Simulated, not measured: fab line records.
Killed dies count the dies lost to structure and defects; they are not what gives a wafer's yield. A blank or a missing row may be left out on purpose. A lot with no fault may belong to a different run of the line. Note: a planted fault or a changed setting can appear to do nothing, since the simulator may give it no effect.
Chamber matching    flow sky130    rieSi-01 running SKY_POLY_GATE_ETCH_17: 4 sister chambers
The step etches poly-Si in HBr/Cl2, stops on SiO2, target depth 180 nm, time 70.5 s. 14 wafers are shown with their chamber, then 7 later ones without.

## WAFERS PAIRED WITH THEIR CHAMBERS
wafer   chamber  drypumpMotorCurrentA (A)  oesProductAu (a.u.)  throttleValvePct (%)
L465.1  1        6.3                       0.995                33.682
L465.4  3        4.9                       0.988                33.677
L465.6  1        6.3                       0.979                33.706
L471.3  0        5.1                       0.989                33.680
L471.4  2        6.7                       1.004                33.684
L471.5  3        4.9                       0.986                33.684
L473.1  1        6.3                       0.995                33.680
L473.3  3        4.9                       0.999                33.687
L473.5  3        4.9                       0.990                33.680
L481.1  0        5.2                       0.986                33.678
L481.3  3        4.9                       0.993                33.679
L481.4  2        6.7                       0.990                33.691
L483.1  0        5.1                       0.986                33.679
L483.4  1        6.3                       0.979                33.678

SIGNATURES, as means of the wafers listed above
reading               chamber 0  chamber 1  chamber 2  chamber 3  scatter within a chamber
drypumpMotorCurrentA  5.133      6.300      6.700      4.900      0.0258
oesProductAu          0.98700    0.98700    0.99700    0.99120    0.0068
throttleValvePct      33.67900   33.68650   33.68750   33.68140   0.00779
Rule: a wafer's distance from a chamber is the root of the sum, over the readings, of the square of ((its reading less the chamber's mean) divided by the reading's scatter). The wafer belongs to the nearest chamber; if the next one is less than 2 further off, it can't be placed. The scatter is the square root of a quotient: the sum, over the shown wafers, of each reading's squared deviation from its chamber's mean, divided by wafers minus chambers.

## WAFERS WHOSE CHAMBER IS MISSING
wafer   drypumpMotorCurrentA (A)  oesProductAu (a.u.)  throttleValvePct (%)
L483.5  6.7                       0.974                33.682
L485.4  6.3                       0.994                33.695
L485.5  4.9                       0.989                33.694
L485.6  6.7                       0.976                33.691
L487.1  6.7                       0.982                33.681
L487.2  6.3                       0.985                33.669
L487.6  4.9                       0.991                33.689

## CHAMBER TAKEN BY EACH
wafer   from the rows above  in truth
L483.5  2                    2
L485.4  1                    1
L485.5  3                    3
L485.6  2                    2
L487.1  2                    2
L487.2  1                    1
L487.6  3                    3
7 of 7 placed correctly. From these rows, 0 cannot be placed. 0 placed wrongly.
